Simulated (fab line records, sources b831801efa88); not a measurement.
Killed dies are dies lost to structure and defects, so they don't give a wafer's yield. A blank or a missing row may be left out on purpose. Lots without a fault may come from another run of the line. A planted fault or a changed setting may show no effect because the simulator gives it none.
Split-lot experiment | flow sky130 | 5 lots, 23 wafers read, on a route of 708 steps

THE SPLIT
At SKY_LDD_HVN_IMPLANT_08, the setting energy_kev was moved away from the recipe's 60 on 7 of the 23 wafers read, by -5.6% to +6.0%. The other wafers ran this setting at the recipe's value.

FROM THE SPLIT TO THE READING: what the file shows between them, 1 step
- SKY_LDD_HVN_STRIP_09: strips in O2/N2

THE READING
LDD_HVN_TW, at SKY_LDD_HVN_TW_MEAS_10. Fault-free wafers of this fab line usually give 1430, standard deviation 7.7.

wafer  | tool, chamber at the split | energy_kev as run | against the recipe | LDD_HVN_TW | against lot-mates on the recipe
L075.1 | implanter-02, 0            | 60                | recipe             | 1416       | -
L075.2 | implanter-02, 0            | 60                | recipe             | 1416       | -
L075.3 | implanter-02, 0            | 60                | recipe             | 1419       | -
L075.4 | implanter-02, 0            | 60                | recipe             | 1417       | -
L075.5 | implanter-02, 0            | 60                | recipe             | 1424       | -
L078.2 | implanter-02, 0            | 63.59             | +6.0%              | 1468       | +22
L078.3 | implanter-02, 0            | 60                | recipe             | 1449       | -
L078.4 | implanter-02, 0            | 63.59             | +6.0%              | 1461       | +15
L078.5 | implanter-02, 0            | 60                | recipe             | 1443       | -
L078.6 | implanter-02, 0            | 63.59             | +6.0%              | 1463       | +17
L079.2 | implanter-02, 0            | 60                | recipe             | 1430       | -
L079.3 | implanter-02, 0            | 57.31             | -4.5%              | 1418       | -19
L079.4 | implanter-02, 0            | 60                | recipe             | 1440       | -
L079.5 | implanter-02, 0            | 60                | recipe             | 1441       | -
L079.6 | implanter-02, 0            | 57.31             | -4.5%              | 1419       | -18
L080.2 | implanter-04, 0            | 56.65             | -5.6%              | 1399       | -25
L080.3 | implanter-04, 0            | 60                | recipe             | 1427       | -
L080.4 | implanter-04, 0            | 56.65             | -5.6%              | 1398       | -26
L080.5 | implanter-04, 0            | 60                | recipe             | 1421       | -
L080.6 | implanter-04, 0            | 60                | recipe             | 1425       | -
L084.1 | implanter-03, 0            | 60                | recipe             | 1428       | -
L084.3 | implanter-03, 0            | 60                | recipe             | 1428       | -
L084.6 | implanter-03, 0            | 60                | recipe             | 1422       | -

THE FIT
A straight line over all 23 wafers: LDD_HVN_TW changes by +5.07 for each +1% of energy_kev; r = +0.85; the points scatter about the line by 9.7.
The same after taking each lot's own level away (the mean of its wafers on the recipe; 23 wafers): +3.69 for each +1%; r = +0.95; scatter 3.7.
On that fit, the largest move of energy_kev shifts the reading by 22.
The lots' own levels span 1418.4 to 1446.0, that is 3.6 times the standard deviation above.
So the lot-to-lot level changes the slope: the two fits differ.
Check: with one of the wafers moved furthest among these (+6.0%) left out of the fit, the line predicts +20.6 for it against its lot-mates. It came out at +22 against them.

OTHER SPLITS ON THESE WAFERS
These wafers also went through other splits before the reading. Each is held against what the fit with the lots' levels taken away leaves over:
other split on the same wafers    | wafers away from the commonest value | r with LDD_HVN_TW (lot level and that fit taken away)
SKY_GATE_OXIDE_SOFTBAKE_06 temp_c | 6                                    | +0.05
SKY_POLY_GATE_ETCH_15 time_s      | 6                                    | -0.21
SKY_LDD_N_IMPLANT_09 energy_kev   | 5                                    | -0.33
SKY_LDD_P_DEVELOP_06 dev_temp_c   | 9                                    | +0.00
SKY_LDD_P_IMPLANT_09 energy_kev   | 9                                    | -0.03

THE WHOLE CHAIN: every reading that the file lists as answering this split, in the file's order
step                   | what it does | reading                                                         | change (the file's fit)               | r (the file's)
SKY_LDD_HVN_IMPLANT_08 |              | implant.rp_nm (the simulator's own value, which no gauge read)  | +0.563 nm for each +1% of the setting | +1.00
SKY_LDD_HVN_IMPLANT_08 |              | implant.drp_nm (the simulator's own value, which no gauge read) | +0.242 nm for each +1% of the setting | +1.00
SKY_LDD_HVN_TW_MEAS_10 |              | LDD_HVN_TW                                                      | +3.87 for each +1% of the setting     | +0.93

THE FILE'S OWN FIT
LDD_HVN_TW changes by +3.87 for each +1% of energy_kev, r = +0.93.
